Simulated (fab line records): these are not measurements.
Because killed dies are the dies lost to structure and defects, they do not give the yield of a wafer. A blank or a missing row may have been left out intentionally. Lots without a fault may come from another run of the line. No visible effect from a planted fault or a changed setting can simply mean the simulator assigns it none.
fab line records ; flow sky130
record: lots: 5; wafers: 14; lastDay: 49
route steps=708 shown LI_CONTACT@376 LOCAL_INTERCONNECT@387 PAD_OPEN@708
lots that met no fault: from a run of the same line without faults
startH: the number of hours between the record's first day and the start of the first shown wafer of the lot ; waitH: how many hours have passed since the lot's step before this one ; " as in the row above ; L1.1+2: one row covering several wafers at once ; - no value present, or no start provided ; * or withheld: withheld ; < > ~ a bound
route shown NAME@n: names a module that has steps shown in the file, with the first one's number in the route ; usual: mean and standard deviation over wafers with no fault ; same: alike in all rows ; chamber/n: place in a boat ; sites: per-site readings ; _std_site: the values' standard deviation ; _edge_site: the outer-site mean with the inner-site mean subtracted ; radiusMm: for every site, how far away it sits from the centre of the wafer ; mask NAME#n: copy n ; behind: the last tool/chamber to shape the wafer ; hold: reason for holding the lot/hours on hold/outcome of the hold ; device: the transistor (n, p or np) that didn't switch ; end of line: the tests these same wafers got at the end of their route ; for a step that has no rows: nothing shown but its recipe ; killed: dies that structure and defects cost at the first sort, which is not the same as the wafer's yield ; map: a wafer's dies, x killed, . not, _ none there
set.NAME: the setting that was run; set.NAME@STEP: the one run at that earlier step ; model.NAME: the simulator's own value behind a step, which no gauge read
a table for each step, a row for each wafer; lots at some steps of the route
services: the hour from which a tool's chamber was out of use, counted from the record's first day as startH (under 0 if before that day), plus the number of hours and why
== steps ==
step: SKY_LI_CONTACT_ETCH_14
recipe: chemistry: N2/H2; target: BARC; ionEnergyEv: 200; sourceW: 500; biasW: 100; pressureMtorr: 30; n2FlowSccm: 100; h2FlowSccm: 200; stopOn: SiO2; timeS: 45.9; targetDepthA: 600
step: SKY_LI_CONTACT_ETCH_15
recipe: target: PSG; chemistry: C4F8/O2/Ar; stopOn: Si; taperDeg: 4.15; maskMaterial: KrF-thick; sourceW: 1500; biasW: 1200; pressureMtorr: 40; c4f8FlowSccm: withheld; O2_flow_sccm: 6; Ar_flow_sccm: 300; timeS: withheld; targetDepthA: 6000
step: SKY_LI_CONTACT_STRIP_16
recipe: chemistry: O2/N2; powerW: 1400; pressureMtorr: 1500; platenTempC: withheld; o2FlowSccm: 3000; n2FlowSccm: 300; overashFraction: 0.5
step: SKY_LI_CONTACT_CLEAN_17
recipe: chemistry: NMP; timeS: 600; tempC: 60; dry: n2Spin
step: SKY_LI_CONTACT_PRE_CLEAN_18
recipe: gas: Ar; timeS: 5.6; biasV: 358
step: SKY_LI_CONTACT_SPUTTER_19
recipe: material: Ti; targetThkNm: 20; chamberPressurePa: 5; powerW: 2500; substrateTempC: 200; timeS: 106.37
step: SKY_LI_CONTACT_SPUTTER_20
recipe: material: TiN; targetThkNm: 20; chamberPressurePa: 5; powerW: 4000; timeS: 80
step: SKY_LI_CONTACT_CVD_21
recipe: material: W; targetThkNm: 400; timeS: 120.56; tempC: 400; pressureTorr: 40
step: SKY_LI_CONTACT_CMP_24
recipe: stopOn: PSG; tOverpolishS: 20; downForcePsi: 3.5; platenRpm: 60; targetThkNm: 0; padVelocityMS: 0.94248
step: SKY_LOCAL_INTERCONNECT_SPUTTER_00
recipe: material: TiN; targetThkNm: 100; tempC: 300; powerW: 6500; timeS: 83.3; chamberPressurePa: 0.4
usual: susceptorTempC: 300.01/0.19; throttleValvePct: 29.9/0.92
lot.wafer;tool;chamber;startH;waitH;susceptorTempC;throttleValvePct;model.TiN_of_LOCAL_INTERCONNECT_SPUTTER_00.thkNm
L231.3;pvdSputter-02;-;699.97;0.2;300.09;30.8;105.8
L231.5;pvdSputter-02;-;699.97;0.2;300.09;30.7;105.7
L231.6;pvdSputter-02;-;699.97;0.2;300.21;31.1;100
L232.5;pvdSputter-02;-;708.79;0.0;300.01;28.9;107.2
L232.6;pvdSputter-02;-;708.79;0.0;299.75;29.8;100.9
L235.3;pvdSputter-02;-;739.48;0.1;300.28;29.1;105.1
L235.5;pvdSputter-02;-;739.48;0.1;299.95;29.7;105.3
L235.6;pvdSputter-02;-;739.48;0.1;299.96;29.0;98.26
L242.2;pvdSputter-02;-;794.29;0.1;300.01;30.8;98.66
L242.3;pvdSputter-02;-;794.29;0.1;300.23;29.4;99.45
L242.6;pvdSputter-02;-;794.29;0.1;299.94;29.8;99.54
L246.1;pvdSputter-04;-;818.16;0.2;300.19;30.9;100.7
L246.2;pvdSputter-04;-;818.16;0.2;300.03;29.5;101.8
L246.4;pvdSputter-04;-;818.16;0.2;299.86;29.5;100.7
step: SKY_LOCAL_INTERCONNECT_RS_MEAS_01
recipe: thkMeasGauge: four-point-probe; reads: TiN_of_LOCAL_INTERCONNECT_SPUTTER_00
usual: LOCAL_INTERCONNECT_TIN_RS: 14.16/0.14
lot.wafer;tool;chamber;startH;waitH;LOCAL_INTERCONNECT_TIN_RS[ohm/sq]
L231.3;filmMetro-03;-;700.08;0.1;13.38
L231.5;filmMetro-03;-;700.08;0.1;13.34
L231.6;filmMetro-03;-;700.08;0.1;14.15
L232.5;filmMetro-03;-;708.90;0.1;13.17
L232.6;filmMetro-03;-;708.90;0.1;14.05
L235.3;filmMetro-03;-;739.58;0.1;13.43
L235.5;filmMetro-03;-;739.58;0.1;13.43
L235.6;filmMetro-03;-;739.58;0.1;14.43
L242.2;filmMetro-03;-;794.37;0.1;14.37
L242.3;filmMetro-03;-;794.37;0.1;14.26
L242.6;filmMetro-03;-;794.37;0.1;14.25
L246.1;filmMetro-02;-;818.22;0.0;14.05
L246.2;filmMetro-02;-;818.22;0.0;13.88
L246.4;filmMetro-02;-;818.22;0.0;14.05
step: SKY_LOCAL_INTERCONNECT_THK_MEAS_02
recipe: thkMeasGauge: xrf; reads: TiN_of_LOCAL_INTERCONNECT_SPUTTER_00
usual: LOCAL_INTERCONNECT_TIN_THK: 100.6/0.98
lot.wafer;tool;chamber;startH;waitH;LOCAL_INTERCONNECT_TIN_THK[nm]
L231.3;filmMetro-03;-;700.18;0.1;106.8
L231.5;filmMetro-03;-;700.18;0.1;107.1
L231.6;filmMetro-03;-;700.18;0.1;101.2
L232.5;filmMetro-03;-;708.98;0.1;107.9
L232.6;filmMetro-03;-;708.98;0.1;102.1
L235.3;filmMetro-03;-;739.68;0.1;106.2
L235.5;filmMetro-03;-;739.68;0.1;105.9
L235.6;filmMetro-03;-;739.68;0.1;99.0
L242.2;filmMetro-03;-;794.48;0.1;100.0
L242.3;filmMetro-03;-;794.48;0.1;100.4
L242.6;filmMetro-03;-;794.48;0.1;100.6
L246.1;filmMetro-02;-;818.34;0.1;100.8
L246.2;filmMetro-02;-;818.34;0.1;101.4
L246.4;filmMetro-02;-;818.34;0.1;100.8
step: SKY_LOCAL_INTERCONNECT_DEHYDRATE_03
recipe: tempC: 200; timeS: 60
step: SKY_LOCAL_INTERCONNECT_HMDS_04
recipe: primeTimeS: 60; primeTempC: 120
step: SKY_LOCAL_INTERCONNECT_COAT_05
recipe: resist: BARC; tempC: withheld; timeS: withheld; spinRpm: 3000; resistThkNm: 60
step: SKY_LOCAL_INTERCONNECT_COAT_06
recipe: resist: KrF-thick; spinRpm: 3000; resistThkNm: 450
step: SKY_LOCAL_INTERCONNECT_SOFTBAKE_07
recipe: tempC: 100; timeS: 90; resist: KrF-thick
step: SKY_LOCAL_INTERCONNECT_EXPOSE_08
recipe: maskId: LI1M; na: 0.8; sourceShape: annular; sigmaInner: 0.55; sigmaOuter: 0.85; targetCdNm: 170; doseMj: 28
step: SKY_LOCAL_INTERCONNECT_PEB_09
recipe: pebTempC: withheld; pebTimeS: withheld; resist: KrF-thick
step: SKY_LOCAL_INTERCONNECT_DEVELOP_10
recipe: developTimeS: 60; resist: KrF-thick; devTempC: 21
step: SKY_LOCAL_INTERCONNECT_ETCH_13
recipe: chemistry: N2/H2; target: BARC; ionEnergyEv: 200; biasW: 100; pressureMtorr: 30; n2FlowSccm: 100; h2FlowSccm: 200; icpW: 500; stopOn: SiO2; timeS: 45.9; targetDepthA: 600
step: SKY_LOCAL_INTERCONNECT_METAL_ETCH_14
recipe: targetDepthNm: 110; stopOn: PSG; chemistry: Cl2/BCl3; target: TiN; resistSidewallDeg: 88; pressureMtorr: 10; icpW: 900; biasW: 48.5; Cl2_flow_sccm: 60; bcl3FlowSccm: 30; timeS: 31.4
usual: drypumpMotorCurrentA: 6.3/0.35; oesProductAu: 0.942/0.0068; throttleValvePct: 21.901/0.01
lot.wafer;tool;chamber;startH;waitH;drypumpMotorCurrentA;oesProductAu;rfHoursCounterH;throttleValvePct
L231.3;rieMetal-04;1;728.25;0.0;6.6;0.975;-;21.894
L231.5;rieMetal-04;0;728.25;0.0;6.1;0.976;-;21.886
L231.6;rieMetal-04;1;728.25;0.0;6.6;0.942;-;21.911
L232.5;rieMetal-04;1;737.31;0.0;6.7;0.984;-;21.882
L232.6;rieMetal-04;0;737.31;0.0;6.0;0.948;-;21.908
L235.3;rieMetal-04;1;767.12;0.1;6.6;0.968;-;21.886
L235.5;rieMetal-04;1;767.12;0.1;6.6;0.968;-;21.878
L235.6;rieMetal-04;1;767.12;0.1;6.6;0.930;-;21.902
L242.2;rieMetal-04;0;821.23;0.0;6.0;0.934;2;21.913
L242.3;rieMetal-04;0;821.23;0.0;6.0;0.934;-;21.905
L242.6;rieMetal-04;0;821.23;0.0;6.0;0.934;-;21.912
L246.1;rieMetal-03;0;845.07;0.0;6.1;0.958;11;21.900
L246.2;rieMetal-03;1;845.07;0.0;5.7;0.957;2;21.899
L246.4;rieMetal-03;0;845.07;0.0;6.2;0.947;-;21.906
step: SKY_LOCAL_INTERCONNECT_STRIP_15
recipe: chemistry: O2/N2; powerW: 1400; pressureMtorr: 1500; platenTempC: withheld; o2FlowSccm: 3000; n2FlowSccm: 300; overashFraction: 0.5
step: SKY_LOCAL_INTERCONNECT_STRIP_16
recipe: chemistry: postEtchResidueRemover; timeS: 1200; tempC: 72.5
usual: bathGuardTempC: 72.7/0.45
lot.wafer;tool;chamber;startH;waitH;bathGuardTempC;model.TiN_of_LOCAL_INTERCONNECT_SPUTTER_00.thkNm
L231.3;wetBench-01;2;728.38;0.0;72.4;105.3
L231.5;wetBench-01;2;728.38;0.0;72.3;105.3
L231.6;wetBench-01;2;728.38;0.0;72.5;99.6
L232.5;wetBench-04;2;737.42;0.0;72.3;106.8
L232.6;wetBench-04;2;737.42;0.0;72.1;100.5
L235.3;wetBench-01;1;767.29;0.0;72.7;104.7
L235.5;wetBench-01;1;767.29;0.0;72.1;104.9
L235.6;wetBench-01;1;767.29;0.0;72.2;97.85
L242.2;wetBench-01;2;821.38;0.1;72.0;98.25
L242.3;wetBench-01;2;821.38;0.1;72.4;99.05
L242.6;wetBench-01;2;821.38;0.1;72.4;99.13
L246.1;wetBench-04;2;845.22;0.1;72.3;100.3
L246.2;wetBench-04;2;845.22;0.1;72.2;101.4
L246.4;wetBench-04;2;845.22;0.1;72.4;100.2
step: SKY_LOCAL_INTERCONNECT_CLEAN_17
recipe: chemistry: IPA; timeS: 180; tempC: 25
step: SKY_PAD_OPEN_PROBE_99
usual: killed_at_M0_to_M3: 42/7.7; killed_at_M4_up: 3.1/1.9; killedAtContacts: 24/4.9; killedAtFrontEnd: 15/4.6; killedAtOther: 0.3/0.51; killedDies: 85/9.9; killedOpen: 47/7.1; killedShort: 38/6.7
same: grossDies: 492; killedAtBackSide: 0
lot.wafer;tool;chamber;startH;waitH;killed_at_M0_to_M3;killed_at_M4_up;killedAtContacts;killedAtFrontEnd;killedAtOther;killedDies;killedOpen;killedShort;model.etest.resLi.lineOhmUm;model.etest.resLi.rsOhmSq
L231.3;prober-02;-;1093.12;0.2;43;5;26;13;0;87;52;35;71.7;12.14
L231.5;prober-02;-;1093.22;0.2;49;3;22;21;0;95;47;46;71.54;12.09
L231.6;prober-02;-;1093.27;0.2;48;4;25;13;0;90;58;30;74.5;12.8
L232.5;prober-01;-;1098.62;0.2;32;1;24;13;0;70;38;31;69.37;11.89
L232.6;prober-01;-;1098.67;0.2;50;2;26;16;0;94;48;45;74.72;12.69
L235.3;prober-02;-;1121.93;0.2;54;3;24;17;0;98;48;50;70.12;12.25
L235.5;prober-02;-;1122.03;0.2;46;1;17;18;0;82;46;35;70.81;12.21
L235.6;prober-02;-;1122.08;0.2;38;5;25;12;0;80;48;32;75.95;13.11
L242.2;prober-01;-;1159.50;0.1;36;6;23;15;0;80;37;43;75.93;12.94
L242.3;prober-01;-;1159.55;0.2;31;1;23;23;2;80;40;40;75.05;12.91
L242.6;prober-01;-;1159.70;0.2;42;2;37;27;0;108;60;48;75.08;12.82
L246.1;prober-01;-;1175.06;0.1;52;2;18;14;0;86;51;35;74.3;12.71
L246.2;prober-01;-;1175.11;0.1;42;4;26;23;1;96;51;44;74.69;12.65
L246.4;prober-01;-;1175.21;0.2;36;3;18;10;0;67;39;28;74.14;12.75
killed by level:class
L231.3 CONTACT:geometricParticle:open=13 VIA1:geometricParticle:open=12 LI_CONTACT:geometricParticle:open=8 METAL1:geometricParticle:short=7 METAL2:geometricParticle:short=6 VIA2:geometricParticle:open=5 FIELD_ISO:geometricParticle:open=4 POLY_GATE:geometricParticle:short=4
L231.5 VIA1:geometricParticle:open=14 FIELD_ISO:geometricParticle:short=7 CONTACT:geometricParticle:open=7 VIA1:geometricParticle:short=7 LI_CONTACT:geometricParticle:open=6 VIA2:geometricParticle:open=6 LOCAL_INTERCONNECT:geometricParticle:short=5 METAL2:geometricParticle:short=5
L231.6 VIA1:geometricParticle:open=16 CONTACT:geometricParticle:open=10 LI_CONTACT:geometricParticle:open=9 VIA3:geometricParticle:open=6 METAL2:geometricParticle:short=5 VIA2:geometricParticle:short=5 VIA2:geometricParticle:open=5 FIELD_ISO:geometricParticle:open=4
L232.5 LI_CONTACT:geometricParticle:open=11 CONTACT:geometricParticle:open=7 VIA1:geometricParticle:short=6 METAL3:geometricParticle:short=5 VIA3:geometricParticle:open=5 METAL1:geometricParticle:short=4 FIELD_ISO:geometricParticle:open=3 POLY_GATE:geometricParticle:short=3
L232.6 VIA1:geometricParticle:open=13 LOCAL_INTERCONNECT:geometricParticle:short=7 VIA2:geometricParticle:open=6 CONTACT:geometricParticle:short=6 CONTACT:geometricParticle:open=6 VIA3:geometricParticle:open=6 VIA2:geometricParticle:short=6 FIELD_ISO:geometricParticle:open=5
L235.3 VIA1:geometricParticle:open=18 CONTACT:geometricParticle:open=10 VIA1:geometricParticle:short=9 POLY_GATE:geometricParticle:short=5 LOCAL_INTERCONNECT:geometricParticle:short=5 METAL2:geometricParticle:short=5 FIELD_ISO:geometricParticle:short=4 METAL1:geometricParticle:open=4
L235.5 VIA1:geometricParticle:open=15 CONTACT:geometricParticle:open=8 VIA3:geometricParticle:open=7 METAL2:geometricParticle:short=6 LI_CONTACT:geometricParticle:open=5 VIA2:geometricParticle:open=5 FIELD_ISO:geometricParticle:short=4 VIA2:geometricParticle:short=4
L235.6 CONTACT:geometricParticle:open=14 VIA2:geometricParticle:open=7 VIA3:geometricParticle:open=7 METAL1:geometricParticle:short=5 FIELD_ISO:geometricParticle:open=4 METAL4:geometricParticle:short=4 LI_CONTACT:geometricParticle:open=4 VIA1:geometricParticle:open=3
L242.2 LI_CONTACT:geometricParticle:open=8 METAL1:geometricParticle:short=8 VIA1:geometricParticle:open=5 FIELD_ISO:geometricParticle:short=5 LOCAL_INTERCONNECT:geometricParticle:short=5 CONTACT:geometricParticle:open=5 VIA2:geometricParticle:open=4 VIA3:geometricParticle:open=4
L242.3 LI_CONTACT:geometricParticle:open=10 VIA1:geometricParticle:open=7 METAL1:geometricParticle:short=6 FIELD_ISO:geometricParticle:short=5 POLY_GATE:geometricParticle:short=5 LI_CONTACT:geometricParticle:short=5 CONTACT:geometricParticle:open=5 FIELD_ISO:geometricParticle:open=4
L242.6 CONTACT:geometricParticle:open=12 VIA1:geometricParticle:open=12 LI_CONTACT:geometricParticle:open=9 FIELD_ISO:geometricParticle:open=7 VIA2:geometricParticle:open=7 FIELD_ISO:geometricParticle:short=6 CONTACT:geometricParticle:short=6 METAL1:geometricParticle:short=6
L246.1 VIA1:geometricParticle:open=14 VIA3:geometricParticle:open=7 LI_CONTACT:geometricParticle:open=7 VIA1:geometricParticle:short=6 CONTACT:geometricParticle:open=6 METAL2:geometricParticle:short=6 VIA2:geometricParticle:open=6 FIELD_ISO:geometricParticle:open=5
L246.2 CONTACT:geometricParticle:open=10 METAL2:geometricParticle:short=10 VIA3:geometricParticle:open=10 LI_CONTACT:geometricParticle:open=8 FIELD_ISO:geometricParticle:open=7 FIELD_ISO:geometricParticle:short=7 METAL1:geometricParticle:short=6 POLY_GATE:geometricParticle:open=4
L246.4 CONTACT:geometricParticle:open=11 VIA1:geometricParticle:open=10 VIA3:geometricParticle:open=6 METAL2:geometricParticle:short=5 METAL1:geometricParticle:short=4 FIELD_ISO:geometricParticle:short=3 POLY_GATE:geometricParticle:open=3 METAL4:geometricParticle:short=3
== services ==
tool;chamber;startH;hours;kind
wetBench-01;-;678.24;7.1;repair
rieMetal-04;-;705.80;2.8;pm
pvdSputter-02;-;722.66;1.8;repair
pvdSputter-02;-;745.24;4.7;repair
rieMetal-04;0;752.10;-;clean
rieMetal-04;0;752.10;19.5;scheduledDown
rieMetal-04;0;752.10;19.5;ventCycle
rieMetal-03;1;773.66;-;clean
rieMetal-03;1;773.66;26.9;scheduledDown
rieMetal-03;1;773.66;26.9;ventCycle
rieMetal-04;-;784.35;0.4;repair
== key ==
firstSign: step: SKY_LOCAL_INTERCONNECT_RS_MEAS_01; reading: LOCAL_INTERCONNECT_TIN_RS; direction: down; sigmas: 5.6; usual: 14.16; struck: 13.35
effect: step: SKY_LOCAL_INTERCONNECT_THK_MEAS_02; reading: LOCAL_INTERCONNECT_TIN_THK; direction: up; sigmas: 6.4; usual: 100.6; struck: 106.8
effect: step: SKY_LOCAL_INTERCONNECT_METAL_ETCH_14; reading: oesProductAu; direction: up; sigmas: 4.7; usual: 0.942; struck: 0.974
modelEffect: step: SKY_LOCAL_INTERCONNECT_SPUTTER_00; value: TiN_of_LOCAL_INTERCONNECT_SPUTTER_00.thkNm; without: 99.31; struck: 105.8
modelEffect: step: SKY_LOCAL_INTERCONNECT_STRIP_16; value: TiN_of_LOCAL_INTERCONNECT_SPUTTER_00.thkNm; without: 98.89; struck: 105.4
modelEffect: step: SKY_PAD_OPEN_PROBE_99; value: etest.resLi.lineOhmUm; without: 75.34; struck: 70.71
metAt SKY_LOCAL_INTERCONNECT_SPUTTER_00
struckWafers L231.3,L231.5,L232.5,L235.3,L235.5
testerLeftOut L231,L232,L235
fault: kind: processParameterDrift; tool: pvdSputter-02; chamber: -; onsetH: 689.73; steps: SKY_LOCAL_INTERCONNECT_SPUTTER_00; channel: timeS; offset: *; shape: step; endH: 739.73; scope: struckWafersOnly; actsIn: *; stated: *
testerLeftOut: of these lots the tester's yield and bins aren't shown, on N5 and GAA mostly nor the transistor test; their killed dies are dies lost to structure and defects alone, not to doping, threshold or leakage, so they don't give the yield
